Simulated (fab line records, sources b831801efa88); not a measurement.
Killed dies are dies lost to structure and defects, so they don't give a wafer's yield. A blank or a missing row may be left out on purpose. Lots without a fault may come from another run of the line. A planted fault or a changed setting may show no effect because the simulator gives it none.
fab line records | flow gf180mcu
record lots=5 wafers=15 last_day=32
route steps=602 shown MIM@523 M5@526 V5@540
lots that met no fault: from a run of the same line without faults
start_h: hours from the record's first day to the start of the lot's first wafer shown | wait_h: hours since the lot's step before | " the same as in the row above | L1.1+2: a row that stands for several wafers | - no value, or no start given | * or withheld: withheld | < > ~ a bound
route shown NAME@n: a module of which the file shows steps, and the number in the route of the first | usual: mean/standard deviation of fault-free wafers | same: alike in all rows | chamber/n: place in a boat | sites: the reading at each site | _std_site: their standard deviation | _edge_site: outer sites' mean less inner sites' | radius_mm: how far each site lies from the wafer's centre | mask NAME#n: copy n | behind: the tool/chamber that last shaped the wafer | hold: why the lot was held/for how many hours/how that ended | device: the transistor (n, p or np) that didn't switch | end of line: the same wafers' tests at the end of the route | a step without rows: its recipe alone | killed: dies lost to structure and defects at the first sort, not the wafer's yield | map: a wafer's dies, x killed, . not, _ none there
set.NAME: the setting as run; set.NAME@STEP: as run at that earlier step | model.NAME: the simulator's own value behind a step, which no gauge read
lots at some steps of the route; a table a step, a row a wafer
services: from which hour (start_h, from the record's first day; less than 0 if before it) a tool's chamber was out of use, for how many hours, and why
## steps
# step GF_MIM_STRIP_20
# recipe chemistry=O2/N2 power_w=1400 pressure_mtorr=1500 platen_temp_c=250 o2_flow_sccm=3000 n2_flow_sccm=300 overash_fraction=0.5
# usual drypump_motor_current_A=5.93/0.28 heater_power_w=345/33 oes_product_au=0.690/0.0042 strip_time_to_endpoint_s=11.21/0.048
# columns lot.wafer tool chamber start_h wait_h drypump_motor_current_A heater_power_w oes_product_au rf_hours_counter_h strip_time_to_endpoint_s
L079.2 plasma_asher-01 1 632.37 0.0 5.76 391 0.692 19 11.17
L079.3 " 0 " " 6.14 347 0.688 - 11.21
L079.5 " 0 " " 6.12 349 0.688 - 11.21
L080.1 plasma_asher-04 0 634.09 0.0 6.43 313 0.689 87 11.23
L080.2 " 1 " " 5.25 284 0.691 87 11.26
L080.4 " 0 " " 6.48 312 0.683 - 11.22
L081.1 plasma_asher-01 1 645.82 0.0 5.77 405 0.686 21 11.20
L081.4 " 1 " " 5.80 404 0.692 - 11.27
L081.5 " 1 " " 5.78 405 0.693 - 11.24
L082.1 plasma_asher-01 1 653.97 0.0 5.79 402 0.691 22 11.11
L082.2 " 0 " " 6.12 361 0.693 22 11.22
L082.5 " 0 " " 6.09 351 0.694 - 11.27
L087.1 plasma_asher-01 0 689.57 0.0 6.12 356 0.690 25 11.20
L087.4 " 1 " " 5.78 407 0.694 - 11.26
L087.5 " 0 " " 6.12 353 0.678 - 11.17
# step GF_MIM_STRIP_21
# recipe chemistry=post_etch_residue_remover time_s=1200 temp_c=72.5
# columns lot.wafer tool chamber start_h wait_h
L079.2+3+5 wet_bench-02 1 632.54 0.1
L080.1+2+4 wet_bench-02 3 634.19 0.1
L081.1+4+5 wet_bench-04 2 645.92 0.1
L082.1+2+5 wet_bench-04 0 654.07 0.1
L087.1+4+5 wet_bench-03 0 689.67 0.1
# step GF_MIM_CLEAN_22
# recipe chemistry=DIW dry=n2_spin
# columns lot.wafer tool chamber start_h wait_h
L079.2+3+5 wet_bench-04 3 632.88 0.0
L080.1+2+4 wet_bench-03 1 634.56 0.0
L081.1+4+5 wet_bench-02 1 646.32 0.0
L082.1+2+5 wet_bench-03 0 654.44 0.0
L087.1+4+5 wet_bench-04 3 690.01 0.0
# step GF_M5_DEHYDRATE_00
# recipe temp_c=200 time_s=60
# usual heater_power_total_W=160.37/0.12 plate_temp_C=200.02/0.14
# columns lot.wafer tool chamber start_h wait_h heater_power_total_W plate_temp_C
L079.2 litho_track-01 0 641.64 8.7 160.40 200.01
L079.3 " 0 " " 160.51 199.96
L079.5 " 0 " " 160.50 200.00
L080.1 litho_track-03 0 643.85 9.2 160.16 200.10
L080.2 " 0 " " 160.42 200.22
L080.4 " 0 " " 160.41 200.02
L081.1 litho_track-03 0 656.10 9.7 160.51 199.90
L081.4 " 0 " " 160.36 199.79
L081.5 " 0 " " 160.33 200.04
L082.1 litho_track-01 0 662.87 8.3 160.47 200.03
L082.2 " 0 " " 160.57 199.99
L082.5 " 0 " " 160.46 200.10
L087.1 litho_track-01 0 699.27 9.2 160.34 199.91
L087.4 " 0 " " 160.33 199.91
L087.5 " 0 " " 160.34 200.12
# step GF_M5_HMDS_01
# recipe prime_time_s=60 prime_temp_c=120
# usual prime_temp_c=119.99/0.14
# same prime_time_s=60
# columns lot.wafer tool chamber start_h wait_h prime_temp_c
L079.2 litho_track-01 0 641.79 0.1 120.05
L079.3 " 0 " " 120.06
L079.5 " 0 " " 120.09
L080.1 litho_track-03 0 644.00 0.1 120.01
L080.2 " 0 " " 120.03
L080.4 " 0 " " 119.98
L081.1 litho_track-03 0 656.25 0.1 119.89
L081.4 " 0 " " 120.13
L081.5 " 0 " " 119.89
L082.1 litho_track-01 0 663.02 0.1 119.93
L082.2 " 0 " " 120.16
L082.5 " 0 " " 120.08
L087.1 litho_track-01 0 699.42 0.1 120.15
L087.4 " 0 " " 120.06
L087.5 " 0 " " 120.01
# step GF_M5_COAT_02
# recipe resist=KrF spin_rpm=withheld resist_thk_nm=1000
# columns lot.wafer tool chamber start_h wait_h
L079.2+3+5 litho_track-01 0 641.94 0.1
L080.1+2+4 litho_track-03 0 644.15 0.1
L081.1+4+5 litho_track-03 0 656.40 0.1
L082.1+2+5 litho_track-01 0 663.17 0.1
L087.1+4+5 litho_track-01 0 699.57 0.1
# step GF_M5_SOFTBAKE_03
# recipe temp_c=130 time_s=60 resist=KrF
# usual heater_power_total_W=93.05/0.06 plate_temp_C=130.02/0.13
# columns lot.wafer tool chamber start_h wait_h heater_power_total_W plate_temp_C
L079.2 litho_track-01 0 642.09 0.1 93.07 129.90
L079.3 " 0 " " 93.04 130.13
L079.5 " 0 " " 93.18 130.09
L080.1 litho_track-03 0 644.30 0.1 93.10 129.94
L080.2 " 0 " " 93.09 129.97
L080.4 " 0 " " 93.16 130.03
L081.1 litho_track-03 0 656.55 0.1 93.01 130.10
L081.4 " 0 " " 93.08 129.97
L081.5 " 0 " " 93.08 130.21
L082.1 litho_track-01 0 663.32 0.1 93.02 129.95
L082.2 " 0 " " 93.06 130.02
L082.5 " 0 " " 93.13 129.96
L087.1 litho_track-01 0 699.72 0.1 93.07 130.03
L087.4 " 0 " " 93.04 129.84
L087.5 " 0 " " 92.96 129.88
# step GF_M5_EXPOSE_04
# recipe mask_id=Metal5 target_cd_nm=280 na=0.68 source_shape=conventional sigma_outer=0.6 dose_mj=28
# columns lot.wafer tool chamber start_h wait_h mask
L079.2+3+5 krf_scanner-02 0 - - Metal5#0
L080.1+2+4 krf_scanner-01 0 - - Metal5#0
L081.1+4+5 krf_scanner-02 0 - - Metal5#0
L082.1+2+5 krf_scanner-01 0 - - Metal5#0
L087.1+4+5 krf_scanner-01 0 - - Metal5#0
# step GF_M5_PEB_05
# recipe peb_temp_c=135 peb_time_s=90 resist=KrF
# usual heater_power_total_W=85.69/0.079 plate_temp_C=134.99/0.13
# columns lot.wafer tool chamber start_h wait_h heater_power_total_W plate_temp_C
L079.2 litho_track-01 0 - - 85.69 134.97
L079.3 " 0 " " 85.63 135.00
L079.5 " 0 " " 85.69 134.72
L080.1 litho_track-02 0 - - 85.59 135.08
L080.2 " 0 " " 85.61 135.02
L080.4 " 0 " " 85.65 135.04
L081.1 litho_track-01 0 - - 85.70 134.78
L081.4 " 0 " " 85.69 134.83
L081.5 " 0 " " 85.68 135.06
L082.1 litho_track-02 0 - - 85.80 134.79
L082.2 " 0 " " 85.82 134.99
L082.5 " 0 " " 85.78 134.96
L087.1 litho_track-02 0 - - 85.81 135.11
L087.4 " 0 " " 85.77 134.97
L087.5 " 0 " " 85.72 135.26
# step GF_M5_DEVELOP_06
# recipe develop_time_s=60 dev_temp_c=21
# columns lot.wafer tool chamber start_h wait_h
L079.2+3+5 litho_track-01 0 652.14 0.2
L080.1+2+4 litho_track-02 0 654.66 0.2
L081.1+4+5 litho_track-01 0 665.92 0.2
L082.1+2+5 litho_track-02 0 673.21 0.2
L087.1+4+5 litho_track-02 0 708.81 0.2
# step GF_M5_CD_MEAS_07
# recipe target_cd_nm=280
# usual cd_nm=280.0/0.95
# columns lot.wafer tool chamber start_h wait_h cd_nm
L079.2 cd_sem-02 - 652.35 0.2 281.5
L079.3 " - " " 280.3
L079.5 " - " " 280.3
L080.1 cd_sem-02 - 654.81 0.1 280.2
L080.2 " - " " 278.3
L080.4 " - " " 280.6
L081.1 cd_sem-01 - 666.07 0.1 278.9
L081.4 " - " " 281.1
L081.5 " - " " 279.5
L082.1 cd_sem-02 - 673.36 0.1 280.3
L082.2 " - " " 281.1
L082.5 " - " " 281.0
L087.1 cd_sem-01 - 708.96 0.1 279.4
L087.4 " - " " 278.8
L087.5 " - " " 280.2
# step GF_M5_OVL_MEAS_08
# usual M5_OVL=1/5.7
# columns lot.wafer tool chamber start_h wait_h M5_OVL[nm]
L079.2 overlay-01 - 652.46 0.1 3
L079.3 " - " " 1
L079.5 " - " " -2
L080.1 overlay-01 - 654.93 0.1 1
L080.2 " - " " 7
L080.4 " - " " 3
L081.1 overlay-01 - 666.19 0.1 11
L081.4 " - " " 2
L081.5 " - " " 2
L082.1 overlay-01 - 673.48 0.1 1
L082.2 " - " " -7
L082.5 " - " " 1
L087.1 overlay-01 - 709.08 0.1 -3
L087.4 " - " " 1
L087.5 " - " " -8
# step GF_M5_ETCH_09
# recipe chemistry=CF4/O2 target=Si3N4 target_depth_nm=52 source_w=800 bias_w=150 pressure_mtorr=150 cf4_flow_sccm=80 O2_flow_sccm=10 time_s=11.6
# usual drypump_motor_current_A=5.8/0.53 oes_product_au=1.003/0.017 throttle_valve_pct=5.972/0.011
# columns lot.wafer tool chamber start_h wait_h drypump_motor_current_A oes_product_au rf_hours_counter_h throttle_valve_pct
L079.2 rie_diel-03 2 652.49 0.0 5.6 0.964 12 5.948
L079.3 " 0 " " 6.5 1.022 9 5.981
L079.5 " 2 " " 5.6 0.963 - 5.958
L080.1 rie_diel-03 1 654.97 0.0 5.1 1.011 17 5.973
L080.2 " 2 " " 5.6 0.948 12 5.967
L080.4 " 0 " " 6.5 1.027 9 5.977
L081.1 rie_diel-03 3 666.22 0.0 5.1 1.002 4 5.980
L081.4 " 2 " " 5.6 0.961 12 5.960
L081.5 " 3 " " 5.1 1.000 - 5.966
L082.1 rie_diel-02 2 673.52 0.0 6.3 1.009 30 5.975
L082.2 " 1 " " 5.6 1.007 48 5.985
L082.5 " 1 " " 5.6 1.004 - 5.972
L087.1 rie_diel-02 1 709.12 0.0 5.6 0.996 49 5.961
L087.4 " 3 " " 6.0 1.005 - 5.968
L087.5 " 0 " " 6.0 1.000 - 5.960
# step GF_M5_METAL_ETCH_10
# recipe chemistry=Cl2/BCl3 mask_material=KrF target_depth_nm=627.5 stop_on=SiO2 pressure_mtorr=8 icp_w=800 bias_w=140 Cl2_flow_sccm=80 bcl3_flow_sccm=40 time_s=104.6
# usual drypump_motor_current_A=5.8/0.64 oes_product_au=0.971/0.0064 throttle_valve_pct=28.251/0.0097
# columns lot.wafer tool chamber start_h wait_h drypump_motor_current_A oes_product_au rf_hours_counter_h throttle_valve_pct
L079.2 rie_metal-02 1 652.51 0.0 6.7 0.976 1 28.241
L079.3 " 1 " " 6.8 0.967 - 28.270
L079.5 " 0 " " 6.0 0.984 - 28.239
L080.1 rie_metal-01 0 654.99 0.0 6.0 0.964 10 28.247
L080.2 " 1 " " 5.7 0.964 8 28.250
L080.4 " 1 " " 5.7 0.976 - 28.257
L081.1 rie_metal-03 1 666.25 0.0 5.8 0.963 6 28.242
L081.4 " 0 " " 4.8 0.984 - 28.247
L081.5 " 0 " " 4.8 0.982 - 28.249
L082.1 rie_metal-03 0 673.54 0.0 4.8 0.981 4 28.245
L082.2 " 1 " " 5.8 0.971 6 28.234
L082.5 " 1 " " 5.8 0.969 - 28.259
L087.1 rie_metal-02 1 709.14 0.0 6.7 0.960 3 28.257
L087.4 " 1 " " 6.7 0.964 - 28.266
L087.5 " 1 " " 6.7 0.976 - 28.242
# step GF_M5_STRIP_11
# recipe chemistry=O2/N2 power_w=1400 pressure_mtorr=1500 platen_temp_c=250 o2_flow_sccm=3000 n2_flow_sccm=300 overash_fraction=0.5
# usual drypump_motor_current_A=6.0/0.43 heater_power_w=338/40 oes_product_au=0.544/0.0052 strip_time_to_endpoint_s=7.53/0.062
# columns lot.wafer tool chamber start_h wait_h drypump_motor_current_A heater_power_w oes_product_au rf_hours_counter_h strip_time_to_endpoint_s
L079.2 plasma_asher-01 0 652.63 0.1 6.1 353 0.544 21 7.62
L079.3 " 0 " " 6.1 365 0.545 - 7.63
L079.5 " 1 " " 5.8 400 0.542 - 7.55
L080.1 plasma_asher-01 1 655.11 0.1 5.8 394 0.535 22 7.51
L080.2 " 0 " " 6.1 357 0.550 22 7.44
L080.4 " 0 " " 6.1 350 0.536 - 7.38
L081.1 plasma_asher-03 0 666.36 0.1 6.3 329 0.546 102 7.53
L081.4 " 0 " " 6.3 321 0.541 - 7.53
L081.5 " 1 " " 6.1 381 0.547 - 7.50
L082.1 plasma_asher-01 1 673.66 0.1 5.8 399 0.547 24 7.56
L082.2 " 0 " " 6.1 359 0.546 24 7.60
L082.5 " 1 " " 5.8 389 0.549 - 7.58
L087.1 plasma_asher-01 1 709.37 0.2 5.8 402 0.547 27 7.57
L087.4 " 0 " " 6.1 353 0.543 - 7.57
L087.5 " 0 " " 6.1 362 0.547 - 7.55
# step GF_M5_STRIP_12
# recipe chemistry=post_etch_residue_remover time_s=1200 temp_c=72.5
# columns lot.wafer tool chamber start_h wait_h
L079.2+3+5 wet_bench-04 2 652.73 0.1
L080.1+2+4 wet_bench-04 3 655.21 0.1
L081.1+4+5 wet_bench-02 2 666.46 0.1
L082.1+2+5 wet_bench-04 0 673.76 0.1
L087.1+4+5 wet_bench-04 3 709.47 0.1
# step GF_M5_CLEAN_13
# recipe chemistry=DIW dry=n2_spin
# columns lot.wafer tool chamber start_h wait_h
L079.2+3+5 wet_bench-01 3 653.10 0.0
L080.1+2+4 wet_bench-02 1 655.58 0.0
L081.1+4+5 wet_bench-04 0 666.80 0.0
L082.1+2+5 wet_bench-02 0 674.13 0.0
L087.1+4+5 wet_bench-01 3 709.84 0.0
# step GF_V5_CVD_00
# recipe material=SiO2 target_thk_nm=300 sigma_open_frac=0.3 temp_c=400 time_s=50 sih4_flow_sccm=60 pressure_mtorr=6
# columns lot.wafer tool chamber start_h wait_h
L079.2+3+5 hdpcvd-01 0,2,0 653.20 0.0
L080.1+2+4 hdpcvd-02 2,0,2 655.68 0.0
L081.1+4+5 hdpcvd-01 2 666.90 0.0
L082.1+2+5 hdpcvd-02 0,2,0 674.22 0.0
L087.1+4+5 hdpcvd-02 1,0,1 709.93 0.0
# step GF_V5_THK_MEAS_01
# recipe reads=SiO2_of_V5_CVD_00
# usual V5_CVD_00_THK=302/3.5
# columns lot.wafer tool chamber start_h wait_h V5_CVD_00_THK[nm]
L079.2 film_metro-01 - 653.25 0.0 302
L079.3 " - " " 297
L079.5 " - " " 302
L080.1 film_metro-01 - 655.72 0.0 304
L080.2 " - " " 306
L080.4 " - " " 304
L081.1 film_metro-02 - 666.97 0.0 301
L081.4 " - " " 304
L081.5 " - " " 302
L082.1 film_metro-03 - 674.26 0.0 304
L082.2 " - " " 304
L082.5 " - " " 302
L087.1 film_metro-03 - 709.98 0.0 303
L087.4 " - " " 302
L087.5 " - " " 303
# step GF_V5_CVD_02
# recipe material=SiO2 target_thk_nm=1450 precursor=TEOS temp_c=400 time_s=163.28 rf_w=600
# usual heater_power_w=705/110
# columns lot.wafer tool chamber start_h wait_h heater_power_w
L079.2 pecvd-03 1 653.30 0.0 735
L079.3 " 2 " " 568
L079.5 " 2 " " 625
L080.1 pecvd-02 2 655.78 0.1 592
L080.2 " 0 " " 752
L080.4 " 1 " " 713
L081.1 pecvd-02 1 667.03 0.1 826
L081.4 " 1 " " 702
L081.5 " 0 " " 654
L082.1 pecvd-02 1 674.32 0.1 870
L082.2 " 0 " " 758
L082.5 " 2 " " 601
L087.1 pecvd-02 1 710.04 0.1 761
L087.4 " 0 " " 776
L087.5 " 2 " " 589
# step GF_V5_THK_MEAS_03
# recipe reads=SiO2_of_V5_CVD_02
# usual V5_CVD_02_THK=1456/17
# columns lot.wafer tool chamber start_h wait_h V5_CVD_02_THK[nm]
L079.2 film_metro-01 - 653.42 0.1 1453
L079.3 " - " " 1466
L079.5 " - " " 1478
L080.1 film_metro-03 - 655.89 0.1 1441
L080.2 " - " " 1456
L080.4 " - " " 1475
L081.1 film_metro-01 - 667.14 0.1 1476
L081.4 " - " " 1488
L081.5 " - " " 1492
L082.1 film_metro-01 - 674.43 0.1 1451
L082.2 " - " " 1450
L082.5 " - " " 1467
L087.1 film_metro-01 - 710.14 0.1 1424
L087.4 " - " " 1452
L087.5 " - " " 1440
# step GF_V5_CMP_04
# recipe material=SiO2 down_force_psi=4 platen_rpm=60 pad_velocity_m_s=0.94248
# usual motor_current_A=11.7/1.5
# columns lot.wafer tool chamber start_h wait_h motor_current_A
L079.3 cmp-01 0 653.52 0.1 10.4
L079.2 " 1 " " 10.2
L079.5 " 3 " " 13.7
L080.4 cmp-01 0 656.00 0.1 10.2
L080.2 " 1 " " 10.2
L080.1 " 2 " " 11.5
L081.4 cmp-01 2 667.20 0.0 11.1
L081.1 " 3 " " 14.0
L081.5 " 2 " " 11.7
L082.1 cmp-02 2 674.54 0.1 10.7
L082.2 " 0 " " 13.2
L082.5 " 2 " " 10.4
L087.4 cmp-01 1 710.47 0.3 10.0
L087.1 " 0 " " 10.3
L087.5 " 1 " " 10.3
# step GF_V5_BOW_MEAS_05
# recipe mode=bow
# usual V5_BOW=135/10
# columns lot.wafer tool chamber start_h wait_h V5_BOW[um]
L079.2 film_metro-01 - 653.79 0.2 151
L079.3 " - " " 151
L079.5 " - " " 151
L080.1 film_metro-03 - 656.25 0.1 143
L080.2 " - " " 139
L080.4 " - " " 139
L081.1 film_metro-03 - 667.50 0.2 125
L081.4 " - " " 129
L081.5 " - " " 136
L082.1 film_metro-03 - 674.79 0.2 135
L082.2 " - " " 126
L082.5 " - " " 137
L087.1 film_metro-01 - 710.77 0.1 123
L087.4 " - " " 130
L087.5 " - " " 130
# step GF_V5_DEHYDRATE_06
# recipe temp_c=200 time_s=60
# usual heater_power_total_W=160.37/0.13 plate_temp_C=200.01/0.15
# columns lot.wafer tool chamber start_h wait_h heater_power_total_W plate_temp_C
L079.2 litho_track-02 0 662.29 8.5 160.29 200.22
L079.3 " 0 " " 160.25 200.18
L079.5 " 0 " " 160.17 200.08
L080.1 litho_track-02 0 665.11 8.8 160.28 200.19
L080.2 " 0 " " 160.13 200.29
L080.4 " 0 " " 160.18 200.09
L081.1 litho_track-02 0 677.01 9.5 160.27 200.13
L081.4 " 0 " " 160.17 200.13
L081.5 " 0 " " 160.22 200.30
L082.1 litho_track-04 0 683.55 8.7 160.40 199.89
L082.2 " 0 " " 160.27 199.90
L082.5 " 0 " " 160.41 200.05
L087.1 litho_track-01 0 718.97 8.2 160.33 199.96
L087.4 " 0 " " 160.25 200.01
L087.5 " 0 " " 160.63 199.90
# step GF_V5_HMDS_07
# recipe prime_time_s=60 prime_temp_c=120
# usual prime_temp_c=119.99/0.15
# same prime_time_s=60
# columns lot.wafer tool chamber start_h wait_h prime_temp_c
L079.2 litho_track-02 0 662.44 0.1 119.93
L079.3 " 0 " " 119.77
L079.5 " 0 " " 119.93
L080.1 litho_track-02 0 665.26 0.1 119.92
L080.2 " 0 " " 120.12
L080.4 " 0 " " 120.22
L081.1 litho_track-02 0 677.16 0.1 120.12
L081.4 " 0 " " 120.05
L081.5 " 0 " " 120.03
L082.1 litho_track-04 0 683.70 0.1 120.11
L082.2 " 0 " " 120.06
L082.5 " 0 " " 119.94
L087.1 litho_track-01 0 719.12 0.1 120.06
L087.4 " 0 " " 119.94
L087.5 " 0 " " 120.23
# step GF_V5_COAT_08
# recipe resist=BARC temp_c=withheld time_s=withheld spin_rpm=withheld resist_thk_nm=withheld
# columns lot.wafer tool chamber start_h wait_h
L079.2+3+5 litho_track-02 0 662.59 0.1
L080.1+2+4 litho_track-02 0 665.41 0.1
L081.1+4+5 litho_track-02 0 677.31 0.1
L082.1+2+5 litho_track-04 0 683.85 0.1
L087.1+4+5 litho_track-01 0 719.27 0.1
# step GF_V5_COAT_09
# recipe resist=KrF spin_rpm=withheld resist_thk_nm=1000
# columns lot.wafer tool chamber start_h wait_h
L079.2+3+5 litho_track-02 0 - -
L080.1+2+4 litho_track-02 0 - -
L081.1+4+5 litho_track-02 0 - -
L082.1+2+5 litho_track-04 0 - -
L087.1+4+5 litho_track-01 0 - -
# step GF_V5_SOFTBAKE_10
# recipe temp_c=130 time_s=60 resist=KrF
# usual heater_power_total_W=93.05/0.057 plate_temp_C=129.98/0.16
# columns lot.wafer tool chamber start_h wait_h heater_power_total_W plate_temp_C
L079.2 litho_track-02 0 - - 93.19 130.06
L079.3 " 0 " " 93.09 129.86
L079.5 " 0 " " 93.03 129.87
L080.1 litho_track-02 0 - - 93.02 129.95
L080.2 " 0 " " 92.93 129.92
L080.4 " 0 " " 93.09 129.88
L081.1 litho_track-02 0 - - 93.03 129.91
L081.4 " 0 " " 93.08 129.90
L081.5 " 0 " " 93.06 129.95
L082.1 litho_track-04 0 - - 93.09 130.22
L082.2 " 0 " " 93.10 129.99
L082.5 " 0 " " 93.03 130.19
L087.1 litho_track-01 0 - - 93.09 129.60
L087.4 " 0 " " 93.08 129.69
L087.5 " 0 " " 93.13 129.88
# step GF_V5_EXPOSE_11
# recipe mask_id=Via5 target_cd_nm=260 na=0.68 source_shape=conventional sigma_outer=0.6 dose_mj=38
# columns lot.wafer tool chamber start_h wait_h mask
L079.2+3+5 krf_scanner-02 0 - - Via5#0
L080.1+2+4 krf_scanner-02 0 - - Via5#0
L081.1+4+5 krf_scanner-02 0 - - Via5#0
L082.1+2+5 krf_scanner-01 0 - - Via5#0
L087.1+4+5 krf_scanner-02 0 - - Via5#0
# step GF_V5_PEB_12
# recipe peb_temp_c=135 peb_time_s=90 resist=KrF
# usual heater_power_total_W=85.69/0.092 plate_temp_C=135.00/0.17
# columns lot.wafer tool chamber start_h wait_h heater_power_total_W plate_temp_C
L079.2 litho_track-02 0 - - 85.61 134.95
L079.3 " 0 " " 85.60 135.06
L079.5 " 0 " " 85.68 135.07
L080.1 litho_track-01 0 - - 85.55 134.76
L080.2 " 0 " " 85.78 134.86
L080.4 " 0 " " 85.69 134.91
L081.1 litho_track-02 0 - - 85.70 135.10
L081.4 " 0 " " 85.75 134.90
L081.5 " 0 " " 85.57 135.01
L082.1 litho_track-01 0 - - 85.54 134.88
L082.2 " 0 " " 85.64 134.71
L082.5 " 0 " " 85.81 134.59
L087.1 litho_track-04 0 - - 85.63 134.88
L087.4 " 0 " " 85.75 134.85
L087.5 " 0 " " 85.69 134.81
# step GF_V5_DEVELOP_13
# recipe develop_time_s=60 resist=KrF dev_temp_c=21
# columns lot.wafer tool chamber start_h wait_h
L079.2+3+5 litho_track-02 0 672.89 0.2
L080.1+2+4 litho_track-01 0 675.72 0.2
L081.1+4+5 litho_track-02 0 686.46 0.2
L082.1+2+5 litho_track-01 0 693.67 0.2
L087.1+4+5 litho_track-04 0 727.90 0.2
# step GF_V5_CD_MEAS_14
# recipe target_cd_nm=260
# usual cd_nm=260.0/1.3
# columns lot.wafer tool chamber start_h wait_h cd_nm
L079.2 cd_sem-01 - 673.03 0.1 259.3
L079.3 " - " " 259.9
L079.5 " - " " 259.7
L080.1 cd_sem-02 - 675.87 0.1 262.3
L080.2 " - " " 262.1
L080.4 " - " " 260.5
L081.1 cd_sem-02 - 686.61 0.1 259.0
L081.4 " - " " 259.0
L081.5 " - " " 259.4
L082.1 cd_sem-02 - 693.82 0.1 259.8
L082.2 " - " " 260.5
L082.5 " - " " 261.5
L087.1 cd_sem-02 - 728.05 0.1 259.3
L087.4 " - " " 259.1
L087.5 " - " " 260.0
# step GF_V5_OVL_MEAS_15
# usual V5_OVL=2/4.9
# columns lot.wafer tool chamber start_h wait_h V5_OVL[nm]
L079.2 overlay-02 - 673.14 0.1 -2
L079.3 " - " " -4
L079.5 " - " " -1
L080.1 overlay-02 - 675.99 0.1 6
L080.2 " - " " 0
L080.4 " - " " 4
L081.1 overlay-02 - 686.73 0.1 -2
L081.4 " - " " -4
L081.5 " - " " 0
L082.1 overlay-02 - 693.94 0.1 3
L082.2 " - " " 5
L082.5 " - " " 1
L087.1 overlay-02 - 728.17 0.1 3
L087.4 " - " " 5
L087.5 " - " " -6
# step GF_V5_ETCH_16
# recipe chemistry=N2/H2 target_depth_a=withheld overetch_a=withheld time_s=withheld target=BARC ion_energy_ev=200 source_w=500 bias_w=100 pressure_mtorr=30 n2_flow_sccm=100 h2_flow_sccm=200
# usual drypump_motor_current_A=6.1/0.33 oes_product_au=0.855/0.0044 throttle_valve_pct=13.226/0.0092
# columns lot.wafer tool chamber start_h wait_h drypump_motor_current_A oes_product_au throttle_valve_pct
L079.2 rie_diel-04 1 673.17 0.0 6.0 0.860 13.211
L079.3 " 0 " " 6.0 0.858 13.229
L079.5 " 2 " " 6.7 0.858 13.216
L080.1 rie_diel-01 2 676.02 0.0 6.0 0.853 13.239
L080.2 " 1 " " 6.8 0.858 13.222
L080.4 " 3 " " 5.5 0.861 13.244
L081.1 rie_diel-02 2 686.77 0.0 6.3 0.855 13.220
L081.4 " 3 " " 6.0 0.850 13.218
L081.5 " 2 " " 6.3 0.861 13.225
L082.1 rie_diel-01 1 693.97 0.0 6.8 0.849 13.217
L082.2 " 3 " " 5.6 0.851 13.228
L082.5 " 1 " " 6.8 0.854 13.238
L087.1 rie_diel-01 3 728.20 0.0 5.6 0.859 13.235
L087.4 " 2 " " 6.0 0.862 13.218
L087.5 " 1 " " 6.8 0.852 13.236
# step GF_V5_ETCH_17
# recipe chemistry=C4F8/O2/Ar mask_material=KrF target=SiO2 stop_on=TiN source_w=1500 bias_w=1200 pressure_mtorr=40 c4f8_flow_sccm=withheld O2_flow_sccm=6 Ar_flow_sccm=300 time_s=withheld target_depth_a=8550
# usual oes_product_au=0.860/0.0045
# columns lot.wafer tool chamber start_h wait_h oes_product_au
L079.2 rie_diel-04 1 - - 0.863
L079.3 " 0 " " 0.858
L079.5 " 2 " " 0.856
L080.1 rie_diel-01 2 - - 0.860
L080.2 " 1 " " 0.862
L080.4 " 3 " " 0.861
L081.1 rie_diel-02 2 - - 0.856
L081.4 " 3 " " 0.862
L081.5 " 2 " " 0.854
L082.1 rie_diel-01 1 - - 0.865
L082.2 " 3 " " 0.859
L082.5 " 1 " " 0.859
L087.1 rie_diel-01 3 - - 0.859
L087.4 " 2 " " 0.857
L087.5 " 1 " " 0.867
# step GF_V5_STRIP_18
# recipe chemistry=O2/N2 power_w=1400 pressure_mtorr=1500 platen_temp_c=250 o2_flow_sccm=3000 n2_flow_sccm=300 overash_fraction=0.5
# usual drypump_motor_current_A=6.04/0.2 heater_power_w=361/29 oes_product_au=0.568/0.0051
# columns lot.wafer tool chamber start_h wait_h drypump_motor_current_A heater_power_w oes_product_au rf_hours_counter_h
L079.2 plasma_asher-03 0 673.32 - 6.34 326 0.576 102
L079.3 " 1 " " 6.18 378 0.584 -
L079.5 " 0 " " 6.32 325 0.567 -
L080.1 plasma_asher-01 1 676.18 - 5.79 404 0.569 24
L080.2 " 0 " " 6.13 361 0.563 24
L080.4 " 1 " " 5.80 402 0.582 -
L081.1 plasma_asher-03 0 686.92 - 6.31 323 0.566 104
L081.4 " 1 " " 6.16 384 0.573 -
L081.5 " 0 " " 6.31 327 0.570 -
L082.1 plasma_asher-02 0 694.13 - 6.08 349 0.555 63
L082.2 " 1 " " 5.79 319 0.560 63
L082.5 " 1 " " 5.80 325 0.564 -
L087.1 plasma_asher-03 1 728.36 - 6.24 377 0.564 108
L087.4 " 1 " " 6.21 375 0.557 -
L087.5 " 0 " " 6.32 320 0.562 -
# step GF_V5_STRIP_19
# recipe chemistry=post_etch_residue_remover time_s=1200 temp_c=72.5
# columns lot.wafer tool chamber start_h wait_h
L079.2+3+5 wet_bench-01 2 673.42 0.1
L080.1+2+4 wet_bench-04 2 676.28 0.1
L081.1+4+5 wet_bench-03 2 687.02 0.1
L082.1+2+5 wet_bench-03 2 694.23 0.1
L087.1+4+5 wet_bench-03 1 728.46 0.1
# step GF_V5_CLEAN_20
# recipe chemistry=DIW dry=n2_spin
# columns lot.wafer tool chamber start_h wait_h
L079.2+3+5 wet_bench-03 3 673.80 0.0
L080.1+2+4 wet_bench-01 3 676.65 0.0
L081.1+4+5 wet_bench-01 2 687.36 0.0
L082.1+2+5 wet_bench-03 1 694.60 0.0
L087.1+4+5 wet_bench-04 2 728.83 0.0
## services
# columns tool chamber start_h hours kind
rie_diel-01 - 608.41 1.5 repair
rie_diel-04 3 626.16 5.5 repair
rie_metal-02 - 639.46 0.7 repair
rie_diel-01 1 643.16 6.4 repair
krf_scanner-02 - 648.70 1.0 pm
rie_diel-04 2 653.38 2.7 repair
rie_diel-02 2 656.87 2.4 repair
rie_diel-02 1 659.97 4.3 repair
krf_scanner-02 - 660.29 0.7 repair
krf_scanner-01 - 662.48 0.8 pm
hdpcvd-01 1 666.68 31.1 repair
krf_scanner-02 - 670.80 1.5 repair
rie_diel-03 3 673.18 17.5 repair
rie_diel-01 3 679.13 2.0 repair
rie_diel-03 2 681.28 5.8 repair
rie_diel-03 - 694.94 0.7 repair
hdpcvd-02 - 702.36 2.8 pm
plasma_asher-03 - 704.17 1.5 repair
krf_scanner-01 - 704.88 1.3 pm
rie_diel-02 2 707.32 6.6 repair
wet_bench-03 - 709.82 2.7 repair
plasma_asher-01 - 726.67 2.8 pm
krf_scanner-02 - 727.09 0.8 pm
wet_bench-01 - 728.29 3.1 repair
## key
fault none
